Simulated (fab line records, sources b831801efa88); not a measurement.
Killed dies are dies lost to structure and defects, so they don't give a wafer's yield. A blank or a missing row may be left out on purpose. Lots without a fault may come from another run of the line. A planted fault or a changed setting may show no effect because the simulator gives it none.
fab line records | flow sky130
record lots=6 wafers=18 last_day=49
route steps=708 shown SONOS_ONO@176 GATE_OXIDE@187 POLY_GATE@204 PAD_OPEN@708
lots that met no fault: from a run of the same line without faults
start_h: hours from the record's first day to the start of the lot's first wafer shown | wait_h: hours since the lot's step before | " the same as in the row above | L1.1+2: a row that stands for several wafers | - no value, or no start given | * or withheld: withheld | < > ~ a bound
route shown NAME@n: a module of which the file shows steps, and the number in the route of the first | usual: mean/standard deviation of fault-free wafers | same: alike in all rows | chamber/n: place in a boat | sites: the reading at each site | _std_site: their standard deviation | _edge_site: outer sites' mean less inner sites' | radius_mm: how far each site lies from the wafer's centre | mask NAME#n: copy n | behind: the tool/chamber that last shaped the wafer | hold: why the lot was held/for how many hours/how that ended | device: the transistor (n, p or np) that didn't switch | end of line: the same wafers' tests at the end of the route | a step without rows: its recipe alone | killed: dies lost to structure and defects at the first sort, not the wafer's yield | map: a wafer's dies, x killed, . not, _ none there
set.NAME: the setting as run; set.NAME@STEP: as run at that earlier step | model.NAME: the simulator's own value behind a step, which no gauge read
lots at some steps of the route; a table a step, a row a wafer
services: from which hour (start_h, from the record's first day; less than 0 if before it) a tool's chamber was out of use, for how many hours, and why
## steps
# step SKY_SONOS_ONO_COAT_08
# recipe resist=NOVOLAK spin_rpm=3000 resist_thk_nm=1140
# step SKY_SONOS_ONO_SOFTBAKE_09
# recipe temp_c=90 time_s=60 resist=NOVOLAK
# step SKY_SONOS_ONO_EXPOSE_10
# recipe mask_id=ONOM target_cd_nm=410 na=0.6 source_shape=conventional sigma_outer=0.6 dose_mj=150
# step SKY_SONOS_ONO_PEB_11
# recipe temp_c=withheld time_s=* resist=NOVOLAK
# step SKY_SONOS_ONO_DEVELOP_12
# recipe develop_time_s=60 dev_temp_c=23
# step SKY_SONOS_ONO_CD_MEAS_13
# recipe target_cd_nm=410
# usual cd_nm=410.0/2.3
# columns lot.wafer tool chamber start_h wait_h cd_nm
L650.4 cd_sem-01 - 300.24 0.1 408.2
L650.5 " - " " 407.5
L650.6 " - " " 408.8
L651.1 cd_sem-02 - 309.08 0.1 410.4
L651.3 " - " " 407.4
L651.5 " - " " 406.5
L653.1 cd_sem-01 - 323.28 0.1 416.4
L653.5 " - " " 413.7
L653.6 " - " " 411.3
L654.2 cd_sem-01 - 335.64 0.1 412.2
L654.5 " - " " 412.7
L654.6 " - " " 412.1
L662.1 cd_sem-02 - 395.93 0.1 414.7
L662.3 " - " " 411.8
L662.5 " - " " 411.9
L666.1 cd_sem-01 - 428.68 0.1 411.3
L666.5 " - " " 411.1
L666.6 " - " " 411.7
# step SKY_SONOS_ONO_OVL_MEAS_14
# usual SONOS_ONO_OVL=-0.6/1.3
# columns lot.wafer tool chamber start_h wait_h SONOS_ONO_OVL[nm]
L650.4 overlay-01 - 300.32 0.1 0.6
L650.5 " - " " 0.2
L650.6 " - " " 0.7
L651.1 overlay-02 - 309.20 0.1 -1.7
L651.3 " - " " -1.6
L651.5 " - " " -1.8
L653.1 overlay-02 - 323.40 0.1 1.0
L653.5 " - " " -1.1
L653.6 " - " " -0.3
L654.2 overlay-01 - 335.74 0.1 1.2
L654.5 " - " " 1.2
L654.6 " - " " 2.2
L662.1 overlay-01 - 396.05 0.1 -3.1
L662.3 " - " " -3.5
L662.5 " - " " -2.5
L666.1 overlay-01 - 428.80 0.1 0.8
L666.5 " - " " 0.8
L666.6 " - " " 1.3
# step SKY_SONOS_ONO_ETCH_15
# recipe target_depth_nm=19.52 chemistry=CHF3/O2 source_w=600 bias_w=200 pressure_mtorr=40 chf3_flow_sccm=50 O2_flow_sccm=5 time_s=7.8
# usual drypump_motor_current_A=5.8/0.51 oes_product_au=1.002/0.0085 throttle_valve_pct=8.826/0.0088
# columns lot.wafer tool chamber start_h wait_h drypump_motor_current_A oes_product_au rf_hours_counter_h throttle_valve_pct
L650.4 rie_diel-04 2 300.34 0.0 4.9 1.002 50 8.809
L650.5 " 3 " " 6.0 0.989 - 8.807
L650.6 " 0 " " 5.5 1.007 - 8.822
L651.1 rie_diel-01 3 309.24 0.0 5.8 1.000 1 8.829
L651.3 " 1 " " 5.4 1.012 35 8.812
L651.5 " 0 " " 6.3 1.003 - 8.822
L653.1 rie_diel-01 3 323.44 0.0 5.8 0.999 1 8.822
L653.5 " 1 " " 5.4 1.008 - 8.830
L653.6 " 2 " " 5.9 1.018 - 8.828
L654.2 rie_diel-02 0 335.77 0.0 4.8 0.999 93 8.826
L654.5 " 3 " " 6.0 1.007 - 8.834
L654.6 " 2 " " 5.8 1.003 - 8.820
L662.1 rie_diel-04 1 396.09 0.0 6.5 1.000 82 8.832
L662.3 " 0 " " 5.5 1.020 4 8.835
L662.5 " 1 " " 6.6 0.998 - 8.824
L666.1 rie_diel-01 2 428.84 0.0 5.9 1.012 5 8.836
L666.5 " 1 " " 5.4 1.008 - 8.842
L666.6 " 0 " " 6.3 1.006 - 8.823
# step SKY_SONOS_ONO_WET_ETCH_16
# recipe chemistry=dHF target_depth_nm=14 dry=n2_spin target=SiO2 dilution=100:1 temp_c=25 time_s=280
# step SKY_SONOS_ONO_STRIP_17
# recipe chemistry=O2/N2 power_w=1400 pressure_mtorr=1500 platen_temp_c=withheld o2_flow_sccm=3000 n2_flow_sccm=300 overash_fraction=0.5
# usual drypump_motor_current_A=5.5/0.37 oes_product_au=0.710/0.0047 strip_time_to_endpoint_s=14.09/0.039
# same overash_fraction=0.5
# columns lot.wafer tool chamber start_h wait_h drypump_motor_current_A oes_product_au rf_hours_counter_h strip_time_to_endpoint_s
L650.4 plasma_asher-04 1 300.48 0.0 4.9 0.706 - 14.05
L650.5 " 1 " " 4.9 0.710 - 14.06
L650.6 " 0 " " 5.4 0.710 - 14.10
L651.1 plasma_asher-04 1 309.39 0.0 4.9 0.714 52 14.05
L651.3 " 1 " " 4.9 0.709 - 14.11
L651.5 " 0 " " 5.4 0.709 - 14.08
L653.1 plasma_asher-04 0 323.55 0.0 5.4 0.707 53 14.18
L653.5 " 1 " " 4.9 0.716 - 14.13
L653.6 " 0 " " 5.4 0.707 - 14.12
L654.2 plasma_asher-01 1 335.88 0.0 5.5 0.705 63 14.12
L654.5 " 0 " " 5.9 0.709 - 14.09
L654.6 " 1 " " 5.5 0.706 - 14.10
L662.1 plasma_asher-01 0 396.20 0.0 5.9 0.710 69 14.15
L662.3 " 0 " " 5.9 0.710 - 14.10
L662.5 " 0 " " 5.9 0.718 - 14.09
L666.1 plasma_asher-04 0 428.95 0.0 5.4 0.704 63 14.03
L666.5 " 1 " " 4.9 0.707 - 14.06
L666.6 " 0 " " 5.4 0.721 - 14.04
# step SKY_SONOS_ONO_WET_ETCH_18
# recipe chemistry=H3PO4 target_depth_nm=15 target=Si3N4 temp_c=160 time_s=172
# step SKY_GATE_OXIDE_CLEAN_00
# recipe chemistry=SC1/SC2 mix=1:4:20 temp_c=70 time_s=150 dry=n2_spin
# step SKY_GATE_OXIDE_OXIDATION_01
# recipe temp_c=900 ambient=O2 stabilise_s=600 purge_s=300 target_thk_a=102.68 ox_time_s=1473
# usual spike_tc_bottom_C=916.2/2.7 spike_tc_centre_C=900.2/0.99 spike_tc_lower_C=900.7/1.1 spike_tc_top_C=909.0/2.5 spike_tc_upper_C=898.8/1.1 tube_center_temp_C=900.01/0.079 tube_center_temp_C_max=902.3/0.37 zone_power_bottom_pct=27.9/0.5
# same ox_time_s=1473 purge_s=300 stabilise_s=600
# columns lot.wafer tool chamber start_h wait_h spike_tc_bottom_C spike_tc_centre_C spike_tc_lower_C spike_tc_top_C spike_tc_upper_C tube_center_temp_C tube_center_temp_C_max zone_power_bottom_pct model.SiO2_of_GATE_OXIDE_OXIDATION_01.thk_nm
L650.4 furnace-02 0 303.11 2.5 919.3 900.4 898.2 905.9 898.9 900.06 902.2 28.1 10.21
L650.5 " 0 " " 920.4 899.5 899.0 907.9 898.9 899.99 902.3 28.5 10.06
L650.6 " 0 " " 917.8 898.8 900.2 905.7 897.9 899.97 901.7 28.6 10.08
L651.1 furnace-02 0 310.79 1.2 917.7 900.0 899.6 906.1 898.1 900 902.4 28.7 10.33
L651.3 " 0 " " 919.0 901.0 899.9 906.9 898.9 900 902.6 28.4 10.39
L651.5 " 0 " " 920.4 900.2 899.4 905.4 896.1 900 902.9 28.2 10.3
L653.1 furnace-01 0 325.84 2.1 915.0 901.5 901.2 912.0 899.2 900.05 902.4 27.9 10.44
L653.5 " 0 " " 914.6 899.4 901.6 910.0 898.6 899.94 902.2 27.6 10.34
L653.6 " 0 " " 915.5 899.4 902.4 911.9 900.3 899.98 901.7 27.8 10.64
L654.2 furnace-01 0 336.09 0.0 912.7 900.0 900.0 910.3 897.7 900.07 902.0 27.5 9.994
L654.5 " 0 " " 914.7 900.4 903.1 912.2 899.4 899.99 902.5 27.4 10.11
L654.6 " 0 " " 914.8 901.0 902.1 910.0 899.5 899.86 902.4 27.5 10.06
L662.1 furnace-01 0 396.76 0.3 889.5 873.4 875.8 887.3 874.9 875.05 877.4 26.1 7.859
L662.3 " 0 " " 889.3 877.1 876.2 887.8 874.3 874.93 876.8 26.1 8.091
L662.5 " 0 " " 890.3 876.4 876.7 884.9 874.4 875.21 877.9 26.3 7.9
L666.1 furnace-01 0 429.15 0.0 890.5 874.8 877.3 885.2 874.9 875.13 877.4 26.1 7.878
L666.5 " 0 " " 889.6 876.4 877.0 884.7 875.5 875.18 877.2 26.0 7.669
L666.6 " 0 " " 890.7 876.6 875.3 888.5 874.6 874.92 877.3 26.3 7.733
# step SKY_GATE_OXIDE_THK_MEAS_02
# recipe reads=SiO2_of_GATE_OXIDE_OXIDATION_01
# usual GATE_OXIDE_OXIDATION_00_THK=10.30/0.17
# columns lot.wafer tool chamber start_h wait_h hold GATE_OXIDE_OXIDATION_00_THK[nm]
L650.4 film_metro-01 - 304.55 0.0 - 10.21
L650.5 " - " " - 10.04
L650.6 " - " " - 10.07
L651.1 film_metro-01 - 312.20 0.0 - 10.34
L651.3 " - " " - 10.39
L651.5 " - " " - 10.29
L653.1 film_metro-04 - 327.25 0.0 - 10.41
L653.5 " - " " - 10.34
L653.6 " - " " - 10.63
L654.2 film_metro-04 - 337.50 0.0 - 9.97
L654.5 " - " " - 10.11
L654.6 " - " " - 10.07
L662.1 film_metro-01 - 398.17 0.0 await_dispo/0.2h/release 7.84
L662.3 " - " " await_dispo/0.2h/release 8.12
L662.5 " - " " await_dispo/0.2h/release 7.94
L662.1 film_metro-01 - 398.50 0.3 - 7.87
L662.3 " - " " - 8.03
L662.5 " - " " - 7.90
L666.1 film_metro-01 - 430.56 0.0 await_dispo/0.2h/release 7.86
L666.5 " - " " await_dispo/0.2h/release 7.69
L666.6 " - " " await_dispo/0.2h/release 7.71
L666.1 film_metro-01 - 430.79 0.2 - 7.85
L666.5 " - " " - 7.66
L666.6 " - " " - 7.75
# step SKY_GATE_OXIDE_HMDS_04
# recipe prime_time_s=60 prime_temp_c=120
# step SKY_GATE_OXIDE_COAT_05
# recipe resist=NOVOLAK spin_rpm=3000 resist_thk_nm=1140
# step SKY_GATE_OXIDE_SOFTBAKE_06
# recipe temp_c=90 time_s=60 resist=NOVOLAK
# step SKY_GATE_OXIDE_EXPOSE_07
# recipe mask_id=LVOM na=0.6 source_shape=conventional sigma_outer=0.6 polarization=unpolarized target_cd_nm=600 dose_mj=170
# step SKY_GATE_OXIDE_PEB_08
# recipe temp_c=withheld time_s=* resist=NOVOLAK
# step SKY_GATE_OXIDE_DEVELOP_09
# recipe resist=NOVOLAK developer=TMAH develop_time_s=60 dev_temp_c=23
# step SKY_GATE_OXIDE_OVL_MEAS_10
# usual GATE_OXIDE_OVL=-0.5/1.3
# columns lot.wafer tool chamber start_h wait_h GATE_OXIDE_OVL[nm]
L650.4 overlay-01 - 330.61 0.1 -0.5
L650.5 " - " " 0.8
L650.6 " - " " 2.1
L651.1 overlay-01 - 338.72 0.1 -0.5
L651.3 " - " " -0.2
L651.5 " - " " -2.0
L653.1 overlay-01 - 353.39 0.1 0.6
L653.5 " - " " -1.0
L653.6 " - " " 0.6
L654.2 overlay-01 - 364.92 0.1 0.9
L654.5 " - " " 1.2
L654.6 " - " " -1.0
L662.1 overlay-02 - 427.52 0.1 -1.2
L662.3 " - " " -0.4
L662.5 " - " " -1.3
L666.1 overlay-01 - 460.87 0.1 -0.6
L666.5 " - " " 1.3
L666.6 " - " " 0.4
# step SKY_GATE_OXIDE_IMPLANT_11
# recipe species=B energy_kev=10 dose_cm2=2.6e+12 tilt_deg=withheld
# step SKY_GATE_OXIDE_WET_ETCH_12
# recipe chemistry=dHF target_depth_nm=16.8 dry=n2_spin target=SiO2 dilution=100:1 temp_c=25 time_s=336
# step SKY_GATE_OXIDE_STRIP_13
# recipe chemistry=O2/N2 power_w=1400 pressure_mtorr=1500 platen_temp_c=withheld o2_flow_sccm=3000 n2_flow_sccm=300 overash_fraction=0.5
# usual drypump_motor_current_A=5.68/0.18 oes_product_au=0.716/0.0043 strip_time_to_endpoint_s=14.18/0.048
# same overash_fraction=0.5
# columns lot.wafer tool chamber start_h wait_h drypump_motor_current_A oes_product_au rf_hours_counter_h strip_time_to_endpoint_s
L650.4 plasma_asher-02 1 330.91 0.0 5.61 0.715 - 14.19
L650.5 " 0 " " 5.67 0.715 - 14.20
L650.6 " 1 " " 5.62 0.716 - 14.22
L651.1 plasma_asher-02 1 339.00 0.0 5.62 0.717 22 14.21
L651.3 " 1 " " 5.61 0.717 - 14.23
L651.5 " 0 " " 5.65 0.711 - 14.26
L653.1 plasma_asher-03 1 353.68 0.0 5.93 0.718 67 14.13
L653.5 " 0 " " 5.53 0.711 - 14.12
L653.6 " 1 " " 5.93 0.713 - 14.16
L654.2 plasma_asher-02 0 365.20 0.0 5.66 0.719 25 14.16
L654.5 " 1 " " 5.62 0.721 - 14.19
L654.6 " 0 " " 5.69 0.704 - 14.15
L662.1 plasma_asher-01 0 427.80 0.0 5.94 0.711 72 14.21
L662.3 " 0 " " 5.96 0.711 - 14.21
L662.5 " 0 " " 5.94 0.715 - 14.14
L666.1 plasma_asher-01 1 461.15 0.0 5.45 0.718 76 14.08
L666.5 " 0 " " 5.96 0.719 - 14.10
L666.6 " 1 " " 5.45 0.722 - 14.06
# step SKY_GATE_OXIDE_TW_MEAS_14
# usual GATE_OXIDE_TW=224/4.2
# columns lot.wafer tool chamber start_h wait_h hold GATE_OXIDE_TW
L650.4 film_metro-01 - 331.01 0.1 - 221
L650.5 " - " " - 222
L650.6 " - " " - 221
L651.1 film_metro-01 - 339.10 0.1 - 222
L651.3 " - " " - 222
L651.5 " - " " - 222
L653.1 film_metro-04 - 353.78 0.1 - 227
L653.5 " - " " - 227
L653.6 " - " " - 228
L654.2 film_metro-01 - 365.31 0.1 - 221
L654.5 " - " " - 221
L654.6 " - " " - 220
L662.1 film_metro-01 - 427.90 0.1 await_dispo/0.2h/release 220
L662.3 " - " " await_dispo/0.2h/release 219
L662.5 " - " " await_dispo/0.2h/release 219
L662.1 film_metro-01 - 428.13 0.2 - 219
L662.3 " - " " - 218
L662.5 " - " " - 219
L666.1 film_metro-02 - 461.25 0.1 await_dispo/0.2h/release 221
L666.5 " - " " await_dispo/0.2h/release 222
L666.6 " - " " await_dispo/0.2h/release 221
L666.1 film_metro-02 - 461.48 0.2 - 222
L666.5 " - " " - 221
L666.6 " - " " - 221
# step SKY_GATE_OXIDE_OXIDATION_16
# recipe temp_c=800 ambient=O2 idle_temp_c=700 ramp_up_c_per_min=10 ramp_down_c_per_min=3 stabilise_s=600 purge_s=300 target_thk_a=35.7 ox_time_s=1915
# usual ramp_up_c_per_min=10.000/0.0018 spike_tc_bottom_C=818.2/2.8 spike_tc_centre_C=800.4/0.98 spike_tc_lower_C=800.7/1 spike_tc_top_C=810.4/2.6 spike_tc_upper_C=798.3/1.2 tube_center_temp_C=799.99/0.067 tube_center_temp_C_max=802.01/0.3 zone_power_bottom_pct=21.9/0.39
# same ox_time_s=1915 purge_s=300 stabilise_s=600
# columns lot.wafer tool chamber start_h wait_h ramp_up_c_per_min spike_tc_bottom_C spike_tc_centre_C spike_tc_lower_C spike_tc_top_C spike_tc_upper_C tube_center_temp_C tube_center_temp_C_max zone_power_bottom_pct model.SiO2_of_GATE_OXIDE_OXIDATION_01.thk_nm
L650.4 furnace-02 0 331.09 0.0 10.001 820.9 802.3 799.2 809.0 799.1 799.97 802.19 22.3 11.55
L650.5 " 0 " " 10.003 820.3 799.8 800.0 809.1 797.6 800.08 802.92 22.2 11.41
L650.6 " 0 " " 9.9986 821.8 800.6 799.2 808.0 798.3 800.07 802.09 22.2 11.39
L651.1 furnace-02 0 341.17 2.0 9.9998 821.2 799.6 800.5 807.8 798.1 799.89 801.62 21.9 11.69
L651.3 " 0 " " 10.001 820.3 800.9 801.7 809.1 797.5 800.03 802.35 22.2 11.75
L651.5 " 0 " " 10.000 820.4 800.1 799.7 807.4 798.2 800.04 801.62 22.2 11.62
L653.1 furnace-01 0 354.14 0.2 9.9997 812.9 801.2 802.3 812.1 799.7 800.03 802.19 21.5 11.78
L653.5 " 0 " " 10.001 814.9 798.2 801.0 812.9 800.0 799.91 801.84 21.6 11.73
L653.6 " 0 " " 9.9997 814.5 801.9 802.1 813.8 801.6 799.95 802.11 21.5 11.99
L654.2 furnace-02 0 366.45 1.0 10.001 820.3 799.6 799.9 807.9 796.8 799.97 801.70 22.1 11.37
L654.5 " 0 " " 9.9990 819.5 799.9 800.7 806.3 794.7 799.96 801.69 22.4 11.48
L654.6 " 0 " " 10.001 821.1 799.3 798.1 808.5 798.1 800.05 802.34 21.9 11.47
L662.1 furnace-02 0 429.63 0.0 9.9999 821.0 799.8 798.2 806.0 798.0 800.04 801.73 22.2 9.357
L662.3 " 0 " " 9.9971 821.3 801.1 799.8 808.5 798.6 799.91 801.84 22.2 9.541
L662.5 " 0 " " 10.001 821.3 799.7 800.0 808.5 798.5 799.92 801.93 22.0 9.356
L666.1 furnace-01 0 464.68 0.0 9.9985 814.9 801.1 801.9 812.5 800.1 800.01 801.72 21.6 9.423
L666.5 " 0 " " 9.9988 815.9 799.6 801.6 812.9 799.1 799.95 802.39 21.4 9.244
L666.6 " 0 " " 9.9975 816.7 801.5 802.4 812.9 798.9 800.01 802.50 21.6 9.316
# step SKY_POLY_GATE_CVD_00
# recipe material=poly-Si target_thk_nm=180 temp_c=620 time_s=720 pressure_mtorr=200
# step SKY_PAD_OPEN_PROBE_99
# usual killed_at_M0_to_M3=44/7.2 killed_at_M4_up=3.0/1.9 killed_at_contacts=25/4.8 killed_at_front_end=16/4.2 killed_at_other=0.2/0.44 killed_dies=88/9.3 killed_open=48/7.1 killed_short=40/6.5
# same gross_dies=492 killed_at_back_side=0
# columns lot.wafer tool chamber start_h wait_h killed_at_M0_to_M3 killed_at_M4_up killed_at_contacts killed_at_front_end killed_at_other killed_dies killed_open killed_short model.etest.nfet_16v.r_on_ohm_um model.etest.pfet_16v.r_on_ohm_um model.etest.pfet_g5v0d10v5.r_on_ohm_um model.etest.tip_sonos.rs_ohm_sq model.etest.nfet_g5v0d10v5.r_on_ohm_um model.etest.nfet_g5v0d10v5.drive_ua_um model.etest.nfet_05v0_nvt.drive_ua_um model.etest.tip_p.rs_ohm_sq
L650.4 prober-01 - 1086.81 0.2 35 1 21 10 1 68 40 28 1.404e+04 1.552e+04 4769 2726 1921 601.8 577.5 6948
L650.5 prober-01 - 1086.86 0.2 21 3 29 19 0 72 38 34 1.394e+04 1.532e+04 4669 2658 1881 615.4 582.4 6915
L650.6 prober-01 - 1086.91 0.2 49 3 34 19 0 105 55 50 1.39e+04 1.559e+04 4731 2638 1880 613 581.6 6880
L651.1 prober-01 - 1099.91 0.1 52 2 22 21 0 97 53 44 1.414e+04 1.504e+04 4669 2647 1883 604.8 578.6 6902
L651.3 prober-01 - 1100.01 0.2 52 2 23 14 0 91 47 44 1.432e+04 1.537e+04 4826 2647 1922 594.4 569.2 6939
L651.5 prober-01 - 1100.11 0.2 53 3 31 14 1 102 63 39 1.417e+04 1.531e+04 4735 2626 1901 604.8 581.1 6873
L653.1 prober-02 - 1107.18 0.1 58 2 23 21 0 104 65 39 1.396e+04 1.503e+04 4898 2714 1908 598.9 568.4 6822
L653.5 prober-02 - 1107.38 0.2 50 0 21 21 1 93 46 47 1.393e+04 1.542e+04 4853 2677 1902 598 573.2 6853
L653.6 prober-02 - 1107.43 0.2 49 2 23 18 0 92 62 30 1.392e+04 1.535e+04 4859 2715 1893 587.5 565.4 6879
L654.2 prober-01 - 1114.45 0.1 45 3 27 14 0 89 47 42 1.408e+04 1.547e+04 4693 2625 1854 621 582.7 6857
L654.5 prober-01 - 1114.60 0.2 49 3 25 16 1 94 60 34 1.41e+04 1.547e+04 4725 2713 1886 609.9 579.7 6933
L654.6 prober-01 - 1114.65 0.2 44 0 31 19 0 94 57 37 1.4e+04 1.546e+04 4644 2654 1858 615.7 583.7 6902
L662.1 prober-01 - 1154.10 0.1 36 1 29 14 0 80 37 43 1.286e+04 1.472e+04 4248 2251 1685 739.4 689.5 6688
L662.3 prober-01 - 1154.20 0.2 44 5 26 21 0 96 40 56 1.289e+04 1.48e+04 4380 2285 1697 730.1 677.6 6695
L662.5 prober-01 - 1154.30 0.2 38 2 36 10 0 86 48 38 1.267e+04 1.482e+04 4334 2232 1691 737.6 690.6 6662
L666.1 prober-01 - 1173.09 0.1 48 2 24 15 0 89 37 52 1.275e+04 1.456e+04 4198 2259 1687 746.4 686.7 6748
L666.5 prober-01 - 1173.29 0.2 42 0 23 10 0 75 44 31 1.26e+04 1.44e+04 4168 2241 1667 751.5 701.9 6784
L666.6 prober-01 - 1173.34 0.2 53 1 31 16 1 102 53 49 1.254e+04 1.443e+04 4197 2212 1654 751 701.6 6824
# killed by level:class
L650.4 CONTACT:geometric_particle:open=9 VIA1:geometric_particle:open=7 METAL2:geometric_particle:short=7 CONTACT:geometric_particle:short=6 VIA2:geometric_particle:open=6 VIA3:geometric_particle:open=4 POLY_GATE:geometric_particle:open=3 METAL1:geometric_particle:short=3
L650.5 CONTACT:geometric_particle:open=10 LI_CONTACT:geometric_particle:open=8 LOCAL_INTERCONNECT:geometric_particle:short=6 FIELD_ISO:geometric_particle:short=5 POLY_GATE:geometric_particle:short=5 POLY_CUT:geometric_particle:open=4 METAL2:geometric_particle:short=4 FIELD_ISO:geometric_particle:open=3
L650.6 CONTACT:geometric_particle:open=11 VIA1:geometric_particle:open=10 CONTACT:geometric_particle:short=9 METAL2:geometric_particle:short=8 LI_CONTACT:geometric_particle:open=6 VIA3:geometric_particle:open=6 VIA2:geometric_particle:short=5 VIA2:geometric_particle:open=5
L651.1 VIA1:geometric_particle:open=14 VIA2:geometric_particle:short=7 LI_CONTACT:geometric_particle:open=7 CONTACT:geometric_particle:short=7 VIA2:geometric_particle:open=7 METAL2:geometric_particle:short=6 FIELD_ISO:geometric_particle:short=5 FIELD_ISO:geometric_particle:open=5
L651.3 VIA1:geometric_particle:open=11 METAL2:geometric_particle:short=11 CONTACT:geometric_particle:open=8 VIA3:geometric_particle:open=7 LI_CONTACT:geometric_particle:open=6 POLY_GATE:geometric_particle:short=5 VIA2:geometric_particle:open=5 POLY_GATE:geometric_particle:open=4
L651.5 CONTACT:geometric_particle:open=12 VIA1:geometric_particle:open=12 LI_CONTACT:geometric_particle:open=10 VIA2:geometric_particle:open=10 VIA3:geometric_particle:open=8 VIA1:geometric_particle:short=5 CONTACT:geometric_particle:short=5 METAL1:geometric_particle:short=5
L653.1 VIA1:geometric_particle:open=19 LI_CONTACT:geometric_particle:open=9 CONTACT:geometric_particle:open=7 VIA2:geometric_particle:short=7 VIA3:geometric_particle:open=7 FIELD_ISO:geometric_particle:open=6 METAL1:geometric_particle:short=6 VIA2:geometric_particle:open=6
L653.5 VIA1:geometric_particle:open=12 VIA2:geometric_particle:open=8 CONTACT:geometric_particle:open=7 LI_CONTACT:geometric_particle:open=6 VIA1:geometric_particle:short=6 VIA3:geometric_particle:short=6 FIELD_ISO:geometric_particle:short=5 POLY_GATE:geometric_particle:short=5
L653.6 VIA1:geometric_particle:open=12 CONTACT:geometric_particle:open=12 VIA2:geometric_particle:open=11 POLY_GATE:geometric_particle:short=7 VIA3:geometric_particle:open=7 POLY_GATE:geometric_particle:open=6 LI_CONTACT:geometric_particle:open=5 VIA2:geometric_particle:short=4
L654.2 VIA2:geometric_particle:open=10 CONTACT:geometric_particle:open=10 VIA1:geometric_particle:open=8 LI_CONTACT:geometric_particle:open=7 METAL2:geometric_particle:short=7 CONTACT:geometric_particle:short=6 VIA1:geometric_particle:short=5 VIA3:geometric_particle:open=5
L654.5 VIA1:geometric_particle:open=14 VIA3:geometric_particle:open=12 VIA2:geometric_particle:open=8 CONTACT:geometric_particle:open=7 LI_CONTACT:geometric_particle:open=7 FIELD_ISO:geometric_particle:open=4 LI_CONTACT:geometric_particle:short=4 CONTACT:geometric_particle:short=4
L654.6 VIA3:geometric_particle:open=11 CONTACT:geometric_particle:open=9 VIA2:geometric_particle:open=9 LI_CONTACT:geometric_particle:open=8 VIA1:geometric_particle:open=7 FIELD_ISO:geometric_particle:short=6 LI_CONTACT:geometric_particle:short=5 LOCAL_INTERCONNECT:geometric_particle:short=4
L662.1 LI_CONTACT:geometric_particle:short=7 LI_CONTACT:geometric_particle:open=7 CONTACT:geometric_particle:open=6 VIA1:geometric_particle:short=6 FIELD_ISO:geometric_particle:short=5 CONTACT:geometric_particle:short=5 VIA2:geometric_particle:open=5 VIA3:geometric_particle:open=5
L662.3 FIELD_ISO:geometric_particle:short=9 VIA1:geometric_particle:short=8 CONTACT:geometric_particle:open=7 METAL1:geometric_particle:short=7 VIA1:geometric_particle:open=7 LI_CONTACT:geometric_particle:open=6 LOCAL_INTERCONNECT:geometric_particle:short=6 VIA3:geometric_particle:open=6
L662.5 LOCAL_INTERCONNECT:geometric_particle:short=11 VIA1:geometric_particle:open=10 LI_CONTACT:geometric_particle:open=9 CONTACT:geometric_particle:open=8 METAL1:geometric_particle:short=7 POLY_GATE:geometric_particle:open=6 CONTACT:geometric_particle:short=6 VIA3:geometric_particle:open=6
L666.1 CONTACT:geometric_particle:open=11 METAL2:geometric_particle:short=9 METAL1:geometric_particle:short=8 POLY_GATE:geometric_particle:short=5 VIA2:geometric_particle:open=5 VIA2:geometric_particle:short=5 VIA3:geometric_particle:short=5 FIELD_ISO:geometric_particle:short=4
L666.5 VIA1:geometric_particle:open=13 CONTACT:geometric_particle:open=8 METAL1:geometric_particle:short=7 VIA3:geometric_particle:open=7 LI_CONTACT:geometric_particle:open=6 VIA2:geometric_particle:open=5 FIELD_ISO:geometric_particle:short=4 LOCAL_INTERCONNECT:geometric_particle:short=4
L666.6 CONTACT:geometric_particle:open=11 VIA1:geometric_particle:open=11 VIA2:geometric_particle:open=8 METAL1:geometric_particle:short=8 FIELD_ISO:geometric_particle:open=7 LOCAL_INTERCONNECT:geometric_particle:short=5 CONTACT:geometric_particle:short=5 METAL2:geometric_particle:short=5
## services
# columns tool chamber start_h hours kind
furnace-01 - 283.35 1.2 repair
plasma_asher-01 - 298.93 6.8 repair
rie_diel-01 - 310.09 0.5 repair
plasma_asher-03 - 313.40 1.9 repair
plasma_asher-01 - 357.99 0.5 repair
rie_diel-01 - 367.18 2.1 repair
rie_diel-01 - 370.27 28.1 pm
plasma_asher-02 - 376.84 2.1 repair
rie_diel-02 0 405.02 3.5 repair
rie_diel-02 2 414.64 3.4 repair
plasma_asher-01 - 415.83 0.4 repair
plasma_asher-03 - 421.25 9.0 pm
plasma_asher-03 0 421.25 9.0 vent_cycle
plasma_asher-03 1 421.25 9.0 vent_cycle
rie_diel-02 - 423.66 14.6 pm
rie_diel-01 3 425.04 4.0 repair
plasma_asher-03 - 427.01 0.8 repair
plasma_asher-03 0 430.25 - clean
plasma_asher-03 1 430.25 - clean
plasma_asher-01 - 431.53 0.6 repair
plasma_asher-03 - 453.94 3.0 repair
furnace-02 - 460.98 2.9 pm
## key
first_sign step=SKY_GATE_OXIDE_OXIDATION_01 reading=tube_center_temp_C direction=down sigmas=99+ usual=* struck=*
effect step=SKY_GATE_OXIDE_OXIDATION_01 reading=tube_center_temp_C_max direction=down sigmas=68 usual=* struck=*
effect step=SKY_GATE_OXIDE_THK_MEAS_02 reading=visit direction=added
effect step=SKY_GATE_OXIDE_THK_MEAS_02 reading=GATE_OXIDE_OXIDATION_00_THK direction=down sigmas=15 usual=10.30 struck=7.86
effect step=SKY_GATE_OXIDE_TW_MEAS_14 reading=visit direction=added
model_effect step=SKY_GATE_OXIDE_OXIDATION_01 value=SiO2_of_GATE_OXIDE_OXIDATION_01.thk_nm without=10.38 struck=7.855
model_effect step=SKY_GATE_OXIDE_OXIDATION_16 value=SiO2_of_GATE_OXIDE_OXIDATION_01.thk_nm without=11.7 struck=9.373
model_effect step=SKY_PAD_OPEN_PROBE_99 value=etest.nfet_16v.r_on_ohm_um without=1.405e+04 struck=1.272e+04
met_at SKY_GATE_OXIDE_OXIDATION_01
struck_wafers L662.1,L662.3,L662.5,L666.1,L666.5,L666.6
tester_left_out L662,L666
onset_between 336.09 396.76
fault kind=process_parameter_drift tool=furnace-01 chamber=- onset_h=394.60 steps=SKY_GATE_OXIDE_OXIDATION_01 channel=temp_c offset=* shape=step end_h=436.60 acts_in=* stated=*
# tester_left_out: of these lots the tester's yield and bins aren't shown, on N5 and GAA mostly nor the transistor test; their killed dies are dies lost to structure and defects alone, not to doping, threshold or leakage, so they don't give the yield
